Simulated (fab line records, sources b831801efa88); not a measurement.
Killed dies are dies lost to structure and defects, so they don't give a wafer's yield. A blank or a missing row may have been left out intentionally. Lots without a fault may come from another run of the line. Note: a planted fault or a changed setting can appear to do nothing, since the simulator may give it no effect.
Matching of chambers :: flow sky130 :: SKY_LI_CONTACT_ETCH_15 on rie_diel-03 has 4 sister chambers
The step etches PSG in C4F8/O2/Ar, stops on Si, target depth 600 nm. 8 wafers are shown with their chamber, then 8 later ones without.

EACH WAFER AND ITS CHAMBER
wafer: L433.6
chamber: 2
oes_product_au (a.u.): 0.836

wafer: L442.1
chamber: 3
oes_product_au (a.u.): 0.845

wafer: L442.4
chamber: 1
oes_product_au (a.u.): 0.840

wafer: L442.5
chamber: 2
oes_product_au (a.u.): 0.839

wafer: L446.3
chamber: 1
oes_product_au (a.u.): 0.839

wafer: L446.5
chamber: 3
oes_product_au (a.u.): 0.839

wafer: L446.6
chamber: 0
oes_product_au (a.u.): 0.836

wafer: L450.1
chamber: 0
oes_product_au (a.u.): 0.843

WAFERS WHOSE CHAMBER IS MISSING
wafer: L450.3
oes_product_au (a.u.): 0.831

wafer: L450.4
oes_product_au (a.u.): 0.831

wafer: L452.1
oes_product_au (a.u.): 0.836

wafer: L452.2
oes_product_au (a.u.): 0.839

wafer: L452.4
oes_product_au (a.u.): 0.835

wafer: L453.1
oes_product_au (a.u.): 0.834

wafer: L453.2
oes_product_au (a.u.): 0.840

wafer: L453.3
oes_product_au (a.u.): 0.839

WHICH CHAMBER EACH ONE RAN IN
wafer: L450.3
from the rows above: can't be placed: 2 or 0 or 1 or 3
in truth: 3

wafer: L450.4
from the rows above: can't be placed: 2 or 0 or 1 or 3
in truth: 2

wafer: L452.1
from the rows above: can't be placed: 2 or 0 or 1 or 3
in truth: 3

wafer: L452.2
from the rows above: can't be placed: 0 or 1 or 2 or 3
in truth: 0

wafer: L452.4
from the rows above: can't be placed: 2 or 0 or 1 or 3
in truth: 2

wafer: L453.1
from the rows above: can't be placed: 2 or 0 or 1 or 3
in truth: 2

wafer: L453.2
from the rows above: can't be placed: 0 or 1 or 3 or 2
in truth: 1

wafer: L453.3
from the rows above: can't be placed: 0 or 1 or 2 or 3
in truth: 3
0 of 8 placed correctly. Cannot be placed on the basis of these rows: 8; the candidates contain the true chamber in 8. 0 placed wrongly.
How it was worked out, from the rows above alone: a wafer's distance from a chamber is the root of the sum, over the readings, of the square of ((its reading less the chamber's mean) divided by the reading's scatter). If the next closest chamber is less than 2 further off than the closest, the wafer can't be placed; otherwise it belongs to the closest. Each chamber's mean is taken over the wafers shown for it. How the scatter is found: for the shown wafers, subtract from each reading the mean of its chamber, square and add these, divide the total by (wafers less chambers), then take the root.
